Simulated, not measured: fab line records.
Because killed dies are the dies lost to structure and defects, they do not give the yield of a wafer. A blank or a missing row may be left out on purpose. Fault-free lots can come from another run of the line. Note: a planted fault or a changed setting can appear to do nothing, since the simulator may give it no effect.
fab line records | flow sky130
record: lots: 6 | wafers: 18 | lastDay: 50
route steps=708 shown LOCAL_INTERCONNECT@396 CONTACT@406 PAD_OPEN@708
lots that met no fault: from a run of the same line without faults
startH: hours from the record's first day to the start of the lot's first wafer shown | waitH: hours from the lot's prior step to this one | " as in the row above | L1.1+2: a single row standing in for several wafers | - no value, or no start was given | * or withheld: withheld | < > ~ a bound
route shown NAME@n: NAME is a module with steps in the file, n the number in the route of the first one | usual: the fault-free wafers' mean and standard deviation | same: alike in all rows | chamber/n: place in a boat | sites: the reading at each site | _std_site: standard deviation of those values | _edge_site: outer sites' mean less inner sites' | radiusMm: how far each site lies from the wafer's centre | mask NAME#n: copy n | behind: tool/chamber where the wafer was last shaped | hold: what put the lot on hold/how long, in hours/how the hold closed | device: transistor that didn't switch, given as n, p or np | end of line: tests of these same wafers at the route's end | a step without rows: its recipe alone | killed: the dies lost at the first sort to structure and to defects; this is not the yield of the wafer | map: per-die view of a wafer (x killed, . not killed, _ where there is no die)
set.NAME: the run value of the setting; set.NAME@STEP: its run value at that earlier step | model.NAME: the simulator's own value behind a step, which no gauge read
lots seen at some steps along the route; tables by step, rows by wafer
services: the hour from which a tool's chamber was out of use, counted from the record's first day as startH (under 0 if before that day), plus the number of hours and why
== steps ==
step: SKY_LOCAL_INTERCONNECT_PEB_09
recipe: pebTempC: withheld | pebTimeS: withheld | resist: KrF-thick
step: SKY_LOCAL_INTERCONNECT_DEVELOP_10
recipe: developTimeS: 60 | resist: KrF-thick | devTempC: 21
step: SKY_LOCAL_INTERCONNECT_CD_MEAS_11
recipe: targetCdNm: 170
usual: cdNm: 170.0/1.8
lot.wafer | tool     | chamber | startH | waitH | cdNm
L428.1    | cdSem-01 | -       | 738.48 | -     | 169.5
L428.5    | "        | -       | "      | "     | 168.8
L428.6    | "        | -       | "      | "     | 169.8
L430.1    | cdSem-02 | -       | 758.28 | -     | 170.9
L430.3    | "        | -       | "      | "     | 170.0
L430.5    | "        | -       | "      | "     | 173.1
L433.1    | cdSem-01 | -       | 785.26 | -     | 169.7
L433.3    | "        | -       | "      | "     | 171.8
L433.6    | "        | -       | "      | "     | 169.9
L434.2    | cdSem-01 | -       | 799.51 | -     | 173.2
L434.4    | "        | -       | "      | "     | 171.6
L434.5    | "        | -       | "      | "     | 171.7
L444.3    | cdSem-02 | -       | 872.83 | -     | 167.8
L444.5    | "        | -       | "      | "     | 168.0
L444.6    | "        | -       | "      | "     | 169.0
L445.1    | cdSem-02 | -       | 877.34 | -     | 170.1
L445.2    | "        | -       | "      | "     | 170.3
L445.3    | "        | -       | "      | "     | 170.5
step: SKY_LOCAL_INTERCONNECT_OVL_MEAS_12
usual: LOCAL_INTERCONNECT_OVL: 3/5.6
lot.wafer | tool       | chamber | startH | waitH | LOCAL_INTERCONNECT_OVL[nm]
L428.1    | overlay-02 | -       | 738.60 | 0.1   | -13
L428.5    | "          | -       | "      | "     | -8
L428.6    | "          | -       | "      | "     | -4
L430.1    | overlay-02 | -       | 758.40 | 0.1   | 7
L430.3    | "          | -       | "      | "     | 9
L430.5    | "          | -       | "      | "     | 5
L433.1    | overlay-01 | -       | 785.38 | 0.1   | 0
L433.3    | "          | -       | "      | "     | -1
L433.6    | "          | -       | "      | "     | 12
L434.2    | overlay-01 | -       | 799.61 | 0.1   | -1
L434.4    | "          | -       | "      | "     | 4
L434.5    | "          | -       | "      | "     | 8
L444.3    | overlay-01 | -       | 872.92 | 0.1   | -3
L444.5    | "          | -       | "      | "     | -7
L444.6    | "          | -       | "      | "     | 0
L445.1    | overlay-01 | -       | 877.46 | 0.1   | -2
L445.2    | "          | -       | "      | "     | 6
L445.3    | "          | -       | "      | "     | 2
step: SKY_LOCAL_INTERCONNECT_ETCH_13
recipe: chemistry: N2/H2 | target: BARC | ionEnergyEv: 200 | biasW: 100 | pressureMtorr: 30 | n2FlowSccm: 100 | h2FlowSccm: 200 | icpW: 500 | stopOn: SiO2 | timeS: 45.9 | targetDepthA: 600
usual: drypumpMotorCurrentA: 5.9/0.67 | oesProductAu: 0.855/0.0043 | throttleValvePct: 13.226/0.0078
lot.wafer | tool        | chamber | startH | waitH | drypumpMotorCurrentA | oesProductAu | rfHoursCounterH | throttleValvePct
L428.1    | rieMetal-03 | 0       | 738.64 | 0.0   | 5.6                  | 0.866        | 10              | 13.219
L428.5    | "           | 0       | "      | "     | 5.7                  | 0.852        | -               | 13.215
L428.6    | "           | 1       | "      | "     | 5.0                  | 0.861        | -               | 13.233
L430.1    | rieMetal-03 | 1       | 758.44 | 0.0   | 5.0                  | 0.850        | 0               | 13.232
L430.3    | "           | 1       | "      | "     | 5.0                  | 0.861        | -               | 13.229
L430.5    | "           | 0       | "      | "     | 5.7                  | 0.856        | -               | 13.228
L433.1    | rieMetal-01 | 0       | 785.42 | 0.0   | 5.6                  | 0.857        | 19              | 13.225
L433.3    | "           | 0       | "      | "     | 5.6                  | 0.858        | -               | 13.237
L433.6    | "           | 0       | "      | "     | 5.6                  | 0.853        | -               | 13.231
L434.2    | rieMetal-03 | 0       | 799.64 | 0.0   | 5.7                  | 0.848        | 12              | 13.214
L434.4    | "           | 1       | "      | "     | 5.1                  | 0.855        | -               | 13.220
L434.5    | "           | 0       | "      | "     | 5.7                  | 0.855        | -               | 13.250
L444.3    | rieMetal-01 | 0       | 872.97 | 0.0   | 5.6                  | 0.857        | -               | 13.223
L444.5    | "           | 0       | "      | "     | 5.6                  | 0.852        | -               | 13.229
L444.6    | "           | 1       | "      | "     | 6.8                  | 0.849        | -               | 13.231
L445.1    | rieMetal-03 | 1       | 877.49 | 0.0   | 5.0                  | 0.851        | 5               | 13.235
L445.2    | "           | 0       | "      | "     | 5.7                  | 0.853        | 15              | 13.232
L445.3    | "           | 1       | "      | "     | 5.0                  | 0.852        | -               | 13.224
step: SKY_LOCAL_INTERCONNECT_METAL_ETCH_14
recipe: targetDepthNm: 110 | stopOn: PSG | chemistry: Cl2/BCl3 | target: TiN | resistSidewallDeg: 88 | pressureMtorr: 10 | icpW: 900 | biasW: 48.5 | Cl2_flow_sccm: 60 | bcl3FlowSccm: 30 | timeS: 31.4
usual: drypumpMotorCurrentA: 5.9/0.66 | oesProductAu: 0.938/0.0075 | throttleValvePct: 21.903/0.01
lot.wafer | tool        | chamber | startH | waitH | drypumpMotorCurrentA | oesProductAu | rfHoursCounterH | throttleValvePct
L428.1    | rieMetal-03 | 0       | 738.70 | 0.0   | 5.7                  | 0.938        | 10              | 21.905
L428.5    | "           | 0       | "      | "     | 5.6                  | 0.931        | -               | 21.902
L428.6    | "           | 1       | "      | "     | 5.1                  | 0.938        | -               | 21.913
L430.1    | rieMetal-03 | 1       | 758.50 | 0.0   | 5.0                  | 0.935        | 0               | 21.907
L430.3    | "           | 1       | "      | "     | 5.1                  | 0.937        | -               | 21.903
L430.5    | "           | 0       | "      | "     | 5.6                  | 0.943        | -               | 21.919
L433.1    | rieMetal-01 | 0       | 785.48 | 0.0   | 5.6                  | 0.933        | 19              | 21.911
L433.3    | "           | 0       | "      | "     | 5.6                  | 0.949        | -               | 21.890
L433.6    | "           | 0       | "      | "     | 5.6                  | 0.939        | -               | 21.908
L434.2    | rieMetal-03 | 0       | 799.70 | 0.0   | 5.7                  | 0.926        | 12              | 21.908
L434.4    | "           | 1       | "      | "     | 5.1                  | 0.939        | -               | 21.890
L434.5    | "           | 0       | "      | "     | 5.6                  | 0.937        | -               | 21.898
L444.3    | rieMetal-01 | 0       | 873.05 | 0.1   | 5.6                  | 0.929        | -               | 21.900
L444.5    | "           | 0       | "      | "     | 5.6                  | 0.930        | -               | 21.919
L444.6    | "           | 1       | "      | "     | 6.8                  | 0.930        | -               | 21.934
L445.1    | rieMetal-03 | 1       | 877.55 | 0.0   | 5.1                  | 0.935        | 5               | 21.906
L445.2    | "           | 0       | "      | "     | 5.7                  | 0.935        | 15              | 21.906
L445.3    | "           | 1       | "      | "     | 5.0                  | 0.940        | -               | 21.901
step: SKY_LOCAL_INTERCONNECT_STRIP_15
recipe: chemistry: O2/N2 | powerW: 1400 | pressureMtorr: 1500 | platenTempC: withheld | o2FlowSccm: 3000 | n2FlowSccm: 300 | overashFraction: 0.5
usual: drypumpMotorCurrentA: 5.9/0.41 | o2FlowSccm: 3001/8.6 | oesProductAu: 0.427/0.0045 | stripTimeToEndpointS: 4.729/0.023
lot.wafer | tool           | chamber | startH | waitH | drypumpMotorCurrentA | o2FlowSccm | oesProductAu | rfHoursCounterH | stripTimeToEndpointS
L428.1    | plasmaAsher-04 | 0       | 738.76 | 0.0   | 5.3                  | 2986       | 0.419        | 31              | 4.716
L428.5    | "              | 0       | "      | "     | 5.3                  | 2987       | 0.424        | -               | 4.725
L428.6    | "              | 1       | "      | "     | 6.0                  | 3010       | 0.431        | -               | 4.754
L430.1    | plasmaAsher-01 | 1       | 758.56 | 0.0   | 6.5                  | 2995       | 0.429        | 64              | 4.743
L430.3    | "              | 1       | "      | "     | 6.5                  | 3003       | 0.426        | -               | 4.711
L430.5    | "              | 0       | "      | "     | 6.2                  | 3008       | 0.429        | -               | 4.709
L433.1    | plasmaAsher-02 | 0       | 785.53 | 0.0   | 5.7                  | 3010       | 0.430        | 4               | 4.695
L433.3    | "              | 0       | "      | "     | 5.7                  | 3012       | 0.421        | -               | 4.710
L433.6    | "              | 1       | "      | "     | 6.0                  | 3003       | 0.424        | -               | 4.723
L434.2    | plasmaAsher-01 | 0       | 799.76 | 0.0   | 6.3                  | 3001       | 0.427        | 68              | 4.715
L434.4    | "              | 0       | "      | "     | 6.3                  | 3009       | 0.431        | -               | 4.715
L434.5    | "              | 1       | "      | "     | 6.5                  | 2996       | 0.426        | -               | 4.707
L444.3    | plasmaAsher-02 | 0       | 873.13 | 0.1   | 5.6                  | 3008       | 0.427        | -               | 4.702
L444.5    | "              | 0       | "      | "     | 5.6                  | 3006       | 0.424        | -               | 4.720
L444.6    | "              | 1       | "      | "     | 6.0                  | 3007       | 0.417        | -               | 4.733
L445.1    | plasmaAsher-01 | 0       | 877.61 | 0.0   | 6.3                  | 2994       | 0.421        | 75              | 4.705
L445.2    | "              | 1       | "      | "     | 6.5                  | 2985       | 0.432        | 75              | 4.698
L445.3    | "              | 1       | "      | "     | 6.5                  | 2996       | 0.427        | -               | 4.730
step: SKY_LOCAL_INTERCONNECT_STRIP_16
recipe: chemistry: postEtchResidueRemover | timeS: 1200 | tempC: 72.5
step: SKY_LOCAL_INTERCONNECT_CLEAN_17
recipe: chemistry: IPA | timeS: 180 | tempC: 25
step: SKY_LOCAL_INTERCONNECT_CLEAN_18
recipe: chemistry: O3/DIW | dry: n2Spin
step: SKY_CONTACT_CVD_00
recipe: material: Si3N4 | targetThkNm: 75 | tempC: 400 | timeS: withheld | rfW: 450
usual: heaterPowerW: 731/98
lot.wafer | tool     | chamber | startH | waitH | heaterPowerW
L428.1    | pecvd-02 | 1       | 739.41 | 0.0   | 776
L428.5    | "        | 2       | "      | "     | 570
L428.6    | "        | 0       | "      | "     | 719
L430.1    | pecvd-01 | 1       | 759.23 | 0.0   | 776
L430.3    | "        | 2       | "      | "     | 587
L430.5    | "        | 1       | "      | "     | 793
L433.1    | pecvd-02 | 2       | 786.13 | 0.0   | 563
L433.3    | "        | 1       | "      | "     | 731
L433.6    | "        | 2       | "      | "     | 564
L434.2    | pecvd-02 | 1       | 800.35 | 0.0   | 732
L434.4    | "        | 1       | "      | "     | 729
L434.5    | "        | 2       | "      | "     | 625
L444.3    | pecvd-04 | 0       | 873.69 | 0.0   | 712
L444.5    | "        | 1       | "      | "     | 713
L444.6    | "        | 2       | "      | "     | 762
L445.1    | pecvd-01 | 1       | 878.20 | 0.0   | 779
L445.2    | "        | 0       | "      | "     | 680
L445.3    | "        | 2       | "      | "     | 651
step: SKY_CONTACT_THK_MEAS_01
recipe: reads: Si3N4_of_CONTACT_CVD_00
usual: CONTACT_CVD_00_THK: 74.9/0.95
lot.wafer | tool         | chamber | startH | waitH | CONTACT_CVD_00_THK[nm]
L428.1    | filmMetro-01 | -       | 739.44 | -     | 74.9
L428.5    | "            | -       | "      | "     | 74.7
L428.6    | "            | -       | "      | "     | 75.7
L430.1    | filmMetro-04 | -       | 759.27 | -     | 73.8
L430.3    | "            | -       | "      | "     | 74.5
L430.5    | "            | -       | "      | "     | 75.3
L433.1    | filmMetro-04 | -       | 786.18 | -     | 75.1
L433.3    | "            | -       | "      | "     | 75.6
L433.6    | "            | -       | "      | "     | 77.1
L434.2    | filmMetro-03 | -       | 800.39 | -     | 74.5
L434.4    | "            | -       | "      | "     | 74.8
L434.5    | "            | -       | "      | "     | 75.2
L444.3    | filmMetro-03 | -       | 873.74 | -     | 74.6
L444.5    | "            | -       | "      | "     | 75.3
L444.6    | "            | -       | "      | "     | 75.9
L445.1    | filmMetro-03 | -       | 878.23 | -     | 73.2
L445.2    | "            | -       | "      | "     | 75.1
L445.3    | "            | -       | "      | "     | 73.7
step: SKY_CONTACT_HDPCVD_02
recipe: material: SiO2 | targetThkNm: 565 | sigmaOpenFrac: 0.3 | timeS: 94.2 | tempC: 600 | sih4FlowSccm: 60 | pressureMtorr: 6
usual: sih4FlowSccm: 60.02/0.19
lot.wafer | tool      | chamber | startH | waitH | sih4FlowSccm | model.SiO2_of_CONTACT_HDPCVD_02.thkNm
L428.1    | hdpcvd-01 | 0       | 739.50 | 0.1   | 60.34        | 573.9
L428.5    | "         | 2       | "      | "     | 60.20        | 551.2
L428.6    | "         | 0       | "      | "     | 59.72        | 573.1
L430.1    | hdpcvd-01 | 0       | 759.33 | 0.1   | 59.81        | 576.7
L430.3    | "         | 2       | "      | "     | 60.16        | 563.3
L430.5    | "         | 2       | "      | "     | 60.31        | 563.5
L433.1    | hdpcvd-01 | 0       | 786.24 | 0.1   | 60.21        | 567
L433.3    | "         | 1       | "      | "     | 72.07        | 681.5
L433.6    | "         | 0       | "      | "     | 60.09        | 568.1
L434.2    | hdpcvd-01 | 0       | 800.44 | 0.0   | 59.97        | 566.6
L434.4    | "         | 2       | "      | "     | 60.22        | 562.9
L434.5    | "         | 1       | "      | "     | 72.27        | 684.7
L444.3    | hdpcvd-02 | 2       | 873.78 | 0.0   | 60.04        | 553.7
L444.5    | "         | 1       | "      | "     | 59.84        | 561.2
L444.6    | "         | 2       | "      | "     | 59.80        | 552.2
L445.1    | hdpcvd-02 | 2       | 878.29 | 0.1   | 60.14        | 563.6
L445.2    | "         | 1       | "      | "     | 59.97        | 565.3
L445.3    | "         | 0       | "      | "     | 60.11        | 562.7
step: SKY_CONTACT_THK_MEAS_03
recipe: reads: SiO2_of_CONTACT_HDPCVD_02
usual: CONTACT_HDPCVD_THK: 563/7.6
lot.wafer | tool         | chamber | startH | waitH | CONTACT_HDPCVD_THK[nm]
L428.1    | filmMetro-04 | -       | 739.57 | 0.0   | 575
L428.5    | "            | -       | "      | "     | 552
L428.6    | "            | -       | "      | "     | 573
L430.1    | filmMetro-01 | -       | 759.40 | 0.0   | 576
L430.3    | "            | -       | "      | "     | 563
L430.5    | "            | -       | "      | "     | 563
L433.1    | filmMetro-01 | -       | 786.31 | 0.0   | 567
L433.3    | "            | -       | "      | "     | 681
L433.6    | "            | -       | "      | "     | 568
L434.2    | filmMetro-01 | -       | 800.52 | 0.0   | 567
L434.4    | "            | -       | "      | "     | 563
L434.5    | "            | -       | "      | "     | 684
L444.3    | filmMetro-01 | -       | 873.87 | 0.1   | 553
L444.5    | "            | -       | "      | "     | 561
L444.6    | "            | -       | "      | "     | 552
L445.1    | filmMetro-01 | -       | 878.36 | 0.0   | 563
L445.2    | "            | -       | "      | "     | 566
L445.3    | "            | -       | "      | "     | 562
step: SKY_CONTACT_CMP_04
recipe: material: SiO2 | downForcePsi: 4 | platenRpm: 60 | padVelocityMS: 0.94248
usual: motorCurrentA: 11.9/1.6 | slurryFilterDpKPa: 13.49/0.14 | timeToEndpointS: 80/4.6
lot.wafer | tool   | chamber | startH | waitH | motorCurrentA | slurryFilterDpKPa | timeToEndpointS
L428.1    | cmp-01 | 0       | 739.63 | 0.1   | 9.9           | 13.67             | 88
L428.6    | "      | 0       | "      | "     | 10.1          | 13.54             | 86
L428.5    | "      | 1       | "      | "     | 13.7          | 13.59             | 73
L430.3    | cmp-02 | 3       | 759.46 | 0.0   | 11.0          | 13.57             | 78
L430.1    | "      | 0       | "      | "     | 10.1          | 13.54             | 89
L430.5    | "      | 3       | "      | "     | 10.9          | 13.38             | 77
L433.1    | cmp-01 | 3       | 786.42 | 0.1   | 11.1          | 13.40             | 78
L433.3    | "      | 1       | "      | "     | 13.4          | 13.42             | 122
L433.6    | "      | 2       | "      | "     | 13.4          | 13.51             | 81
L434.2    | cmp-02 | 2       | 800.71 | 0.2   | 14.4          | 13.55             | 84
L434.4    | "      | 3       | "      | "     | 10.7          | 13.35             | 77
L434.5    | "      | 0       | "      | "     | 10.4          | 13.53             | 129
L444.3    | cmp-01 | 3       | 874.06 | 0.2   | 10.8          | 13.57             | 74
L444.6    | "      | 0       | "      | "     | 10.7          | 13.55             | 79
L444.5    | "      | 1       | "      | "     | 13.8          | 13.19             | 79
L445.1    | cmp-01 | 0       | 878.42 | 0.1   | 10.1          | 13.44             | 82
L445.3    | "      | 1       | "      | "     | 14.1          | 13.61             | 78
L445.2    | "      | 2       | "      | "     | 14.0          | 13.37             | 83
step: SKY_CONTACT_BOW_MEAS_05
recipe: mode: bow
usual: CONTACT_BOW: 82/7.4
lot.wafer | tool         | chamber | startH | waitH | CONTACT_BOW[um]
L428.1    | filmMetro-03 | -       | 739.93 | 0.2   | 76
L428.5    | "            | -       | "      | "     | 77
L428.6    | "            | -       | "      | "     | 94
L430.1    | filmMetro-04 | -       | 759.76 | 0.2   | 80
L430.3    | "            | -       | "      | "     | 82
L430.5    | "            | -       | "      | "     | 86
L433.1    | filmMetro-04 | -       | 786.67 | 0.2   | 84
L433.3    | "            | -       | "      | "     | 74
L433.6    | "            | -       | "      | "     | 79
L434.2    | filmMetro-04 | -       | 800.93 | 0.2   | 81
L434.4    | "            | -       | "      | "     | 71
L434.5    | "            | -       | "      | "     | 75
L444.3    | filmMetro-01 | -       | 874.25 | 0.1   | 73
L444.5    | "            | -       | "      | "     | 81
L444.6    | "            | -       | "      | "     | 80
L445.1    | filmMetro-03 | -       | 878.72 | 0.2   | 76
L445.2    | "            | -       | "      | "     | 73
L445.3    | "            | -       | "      | "     | 81
step: SKY_PAD_OPEN_PROBE_99
usual: killed_at_M0_to_M3: 42/6.6 | killed_at_M4_up: 3.1/1.9 | killedAtContacts: 25/5.7 | killedAtFrontEnd: 16/5 | killedAtOther: 0.2/0.38 | killedDies: 86/9.6 | killedOpen: 47/7.2 | killedShort: 39/6.2
same: grossDies: 492 | killedAtBackSide: 0
lot.wafer | tool      | chamber | startH  | waitH | killed_at_M0_to_M3 | killed_at_M4_up | killedAtContacts | killedAtFrontEnd | killedAtOther | killedDies | killedOpen | killedShort
L428.1    | prober-02 | -       | 1101.74 | 0.1   | 33                 | 3               | 38               | 13               | 0             | 87         | 45         | 42
L428.5    | prober-02 | -       | 1101.94 | 0.2   | 48                 | 3               | 30               | 25               | 0             | 106        | 62         | 44
L428.6    | prober-02 | -       | 1101.99 | 0.2   | 38                 | 2               | 24               | 18               | 0             | 82         | 50         | 32
L430.1    | prober-02 | -       | 1118.86 | 0.1   | 49                 | 5               | 29               | 15               | 0             | 98         | 54         | 44
L430.3    | prober-02 | -       | 1118.96 | 0.2   | 42                 | 2               | 26               | 14               | 0             | 84         | 42         | 42
L430.5    | prober-02 | -       | 1119.06 | 0.2   | 38                 | 1               | 24               | 21               | 0             | 84         | 54         | 30
L433.1    | prober-01 | -       | 1136.79 | 0.1   | 42                 | 4               | 28               | 25               | 0             | 99         | 62         | 37
L433.3    | prober-01 | -       | 1136.89 | 0.2   | 42                 | 0               | 26               | 15               | 0             | 83         | 45         | 38
L433.6    | prober-01 | -       | 1137.04 | 0.2   | 47                 | 1               | 27               | 12               | 0             | 87         | 49         | 38
L434.2    | prober-02 | -       | 1147.73 | 0.1   | 38                 | 2               | 42               | 9                | 0             | 91         | 48         | 43
L434.4    | prober-02 | -       | 1147.83 | 0.2   | 33                 | 1               | 21               | 19               | 0             | 74         | 44         | 30
L434.5    | prober-02 | -       | 1147.88 | 0.2   | 52                 | 2               | 26               | 14               | 0             | 94         | 55         | 39
L444.3    | prober-02 | -       | 1193.45 | 0.2   | 34                 | 3               | 21               | 16               | 0             | 74         | 39         | 35
L444.5    | prober-02 | -       | 1193.55 | 0.2   | 49                 | 2               | 23               | 21               | 0             | 95         | 50         | 45
L444.6    | prober-02 | -       | 1193.60 | 0.2   | 38                 | 5               | 21               | 13               | 2             | 79         | 46         | 33
L445.1    | prober-01 | -       | 1195.50 | 0.1   | 45                 | 2               | 18               | 11               | 0             | 76         | 35         | 41
L445.2    | prober-01 | -       | 1195.55 | 0.1   | 45                 | 5               | 19               | 12               | 0             | 81         | 46         | 35
L445.3    | prober-01 | -       | 1195.60 | 0.2   | 48                 | 4               | 21               | 20               | 0             | 93         | 41         | 52
killed by level:class
L428.1 CONTACT:geometricParticle:open=14 LI_CONTACT:geometricParticle:open=7 CONTACT:geometricParticle:short=7 VIA1:geometricParticle:open=7 METAL1:geometricParticle:short=6 VIA1:geometricParticle:short=6 VIA2:geometricParticle:open=5 FIELD_ISO:geometricParticle:short=4
L428.5 CONTACT:geometricParticle:open=13 VIA1:geometricParticle:open=12 LI_CONTACT:geometricParticle:open=8 VIA3:geometricParticle:open=7 METAL1:geometricParticle:short=6 VIA1:geometricParticle:short=6 FIELD_ISO:geometricParticle:open=5 POLY_GATE:geometricParticle:open=5
L428.6 CONTACT:geometricParticle:open=11 FIELD_ISO:geometricParticle:open=8 VIA1:geometricParticle:open=8 VIA2:geometricParticle:open=7 LI_CONTACT:geometricParticle:open=6 CONTACT:geometricParticle:short=5 METAL2:geometricParticle:short=5 FIELD_ISO:geometricParticle:short=4
L430.1 CONTACT:geometricParticle:open=12 VIA1:geometricParticle:open=12 VIA2:geometricParticle:open=9 LI_CONTACT:geometricParticle:open=7 CONTACT:geometricParticle:short=7 METAL2:geometricParticle:short=7 VIA1:geometricParticle:short=5 VIA3:geometricParticle:short=5
L430.3 VIA1:geometricParticle:open=9 LI_CONTACT:geometricParticle:open=7 VIA2:geometricParticle:open=7 FIELD_ISO:geometricParticle:short=6 CONTACT:geometricParticle:open=6 METAL1:geometricParticle:short=6 VIA1:geometricParticle:short=6 LOCAL_INTERCONNECT:geometricParticle:short=4
L430.5 CONTACT:geometricParticle:open=15 VIA1:geometricParticle:open=10 VIA3:geometricParticle:open=9 FIELD_ISO:geometricParticle:short=6 METAL2:geometricParticle:short=5 VIA2:geometricParticle:open=5 FIELD_ISO:geometricParticle:open=4 CONTACT:geometricParticle:short=4
L433.1 VIA1:geometricParticle:open=12 LI_CONTACT:geometricParticle:open=11 CONTACT:geometricParticle:open=8 FIELD_ISO:geometricParticle:open=7 VIA2:geometricParticle:open=7 METAL2:geometricParticle:short=5 VIA3:geometricParticle:open=5 POLY_GATE:geometricParticle:open=4
L433.3 VIA1:geometricParticle:open=12 CONTACT:geometricParticle:open=10 METAL1:geometricParticle:short=8 LI_CONTACT:geometricParticle:open=7 FIELD_ISO:geometricParticle:short=6 CONTACT:geometricParticle:short=6 VIA2:geometricParticle:open=6 METAL2:geometricParticle:short=6
L433.6 VIA1:geometricParticle:open=17 CONTACT:geometricParticle:short=7 LI_CONTACT:geometricParticle:open=7 VIA3:geometricParticle:open=7 FIELD_ISO:geometricParticle:open=5 METAL2:geometricParticle:short=5 LI_CONTACT:geometricParticle:short=5 VIA1:geometricParticle:short=5
L434.2 CONTACT:geometricParticle:open=12 CONTACT:geometricParticle:short=9 LI_CONTACT:geometricParticle:open=8 VIA1:geometricParticle:open=8 METAL1:geometricParticle:short=7 LI_CONTACT:geometricParticle:short=6 VIA2:geometricParticle:open=6 FIELD_ISO:geometricParticle:short=5
L434.4 FIELD_ISO:geometricParticle:open=9 CONTACT:geometricParticle:open=9 LI_CONTACT:geometricParticle:open=6 METAL2:geometricParticle:short=6 VIA1:geometricParticle:short=6 VIA3:geometricParticle:open=5 VIA2:geometricParticle:open=5 CONTACT:geometricParticle:short=3
L434.5 CONTACT:geometricParticle:open=10 VIA1:geometricParticle:open=10 VIA2:geometricParticle:open=8 LI_CONTACT:geometricParticle:open=7 VIA3:geometricParticle:open=7 CONTACT:geometricParticle:short=5 METAL1:geometricParticle:short=5 METAL2:geometricParticle:short=5
L444.3 VIA3:geometricParticle:open=12 CONTACT:geometricParticle:open=11 FIELD_ISO:geometricParticle:open=7 METAL2:geometricParticle:short=4 LOCAL_INTERCONNECT:geometricParticle:short=4 METAL1:geometricParticle:short=4 VIA3:geometricParticle:short=4 POLY_GATE:geometricParticle:short=3
L444.5 VIA1:geometricParticle:open=9 LI_CONTACT:geometricParticle:open=7 CONTACT:geometricParticle:open=7 METAL1:geometricParticle:short=7 VIA1:geometricParticle:short=7 FIELD_ISO:geometricParticle:open=5 CONTACT:geometricParticle:short=5 METAL2:geometricParticle:short=5
L444.6 LI_CONTACT:geometricParticle:open=10 VIA1:geometricParticle:open=9 VIA1:geometricParticle:short=7 METAL1:geometricParticle:short=5 CONTACT:geometricParticle:open=5 VIA2:geometricParticle:open=5 METAL3:geometricParticle:short=5 VIA3:geometricParticle:open=5
L445.1 METAL1:geometricParticle:short=10 VIA2:geometricParticle:open=9 CONTACT:geometricParticle:open=8 VIA1:geometricParticle:open=7 FIELD_ISO:geometricParticle:short=5 CONTACT:geometricParticle:short=4 METAL2:geometricParticle:short=4 VIA2:geometricParticle:short=4
L445.2 VIA3:geometricParticle:open=10 VIA2:geometricParticle:open=9 LI_CONTACT:geometricParticle:open=7 VIA1:geometricParticle:open=7 CONTACT:geometricParticle:open=5 VIA1:geometricParticle:short=5 FIELD_ISO:geometricParticle:short=4 METAL2:geometricParticle:short=4
L445.3 VIA1:geometricParticle:open=13 METAL2:geometricParticle:short=9 FIELD_ISO:geometricParticle:short=6 POLY_GATE:geometricParticle:short=6 CONTACT:geometricParticle:open=6 METAL1:geometricParticle:short=6 VIA2:geometricParticle:short=6 LOCAL_INTERCONNECT:geometricParticle:short=5
== services ==
tool           | chamber | startH | hours | kind
cmp-02         | -       | 720.97 | 1.5   | repair
hdpcvd-01      | -       | 723.31 | 0.9   | repair
pecvd-01       | 1       | 724.77 | 5.5   | repair
plasmaAsher-01 | -       | 727.87 | 5.4   | repair
plasmaAsher-02 | -       | 733.75 | 9.0   | pm
cmp-02         | -       | 744.86 | 4.0   | pm
rieMetal-01    | 1       | 752.13 | 20.3  | repair
cmp-01         | -       | 760.72 | 2.7   | pm
pecvd-04       | -       | 761.57 | 1.0   | repair
pecvd-01       | 0       | 765.19 | 10.6  | repair
plasmaAsher-02 | -       | 772.40 | 2.8   | repair
cmp-01         | -       | 772.44 | 0.5   | repair
pecvd-04       | 1       | 777.63 | 13.3  | repair
plasmaAsher-04 | -       | 778.07 | 1.8   | repair
pecvd-02       | 2       | 787.55 | 3.6   | repair
rieMetal-01    | 0       | 787.57 | -     | clean
rieMetal-01    | 0       | 787.57 | 21.1  | scheduledDown
cmp-01         | -       | 799.99 | 0.9   | repair
pecvd-04       | 1       | 803.12 | 9.3   | repair
plasmaAsher-04 | -       | 849.97 | 2.8   | pm
pecvd-01       | -       | 854.31 | 0.8   | repair
plasmaAsher-01 | -       | 862.99 | 14.6  | pm
hdpcvd-01      | -       | 866.40 | 14.6  | pm
pecvd-02       | -       | 876.44 | 6.0   | pm
== key ==
firstSign: step: SKY_CONTACT_HDPCVD_02 | reading: sih4FlowSccm | direction: up | sigmas: 64 | usual: 60.02 | struck: 72.17
effect: step: SKY_CONTACT_THK_MEAS_03 | reading: CONTACT_HDPCVD_THK | direction: up | sigmas: 16 | usual: 563 | struck: 683
effect: step: SKY_CONTACT_CMP_04 | reading: timeToEndpointS | direction: up | sigmas: 9.9 | usual: * | struck: *
modelEffect: step: SKY_CONTACT_HDPCVD_02 | value: SiO2_of_CONTACT_HDPCVD_02.thkNm | without: 570.1 | struck: 683.1
metAt SKY_CONTACT_HDPCVD_02
struckWafers L433.3,L434.5
testerLeftOut L433,L434
fault: kind: processParameterDrift | tool: hdpcvd-01 | chamber: 1 | onsetH: 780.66 | steps: SKY_CONTACT_HDPCVD_02 | channel: sih4FlowSccm | offset: 12 | shape: step | endH: 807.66 | actsIn: theseRecipesOnly | stated: 60
testerLeftOut: of these lots the tester's yield and bins aren't shown, on N5 and GAA mostly nor the transistor test; their killed dies are dies lost to structure and defects alone, not to doping, threshold or leakage, so they don't give the yield
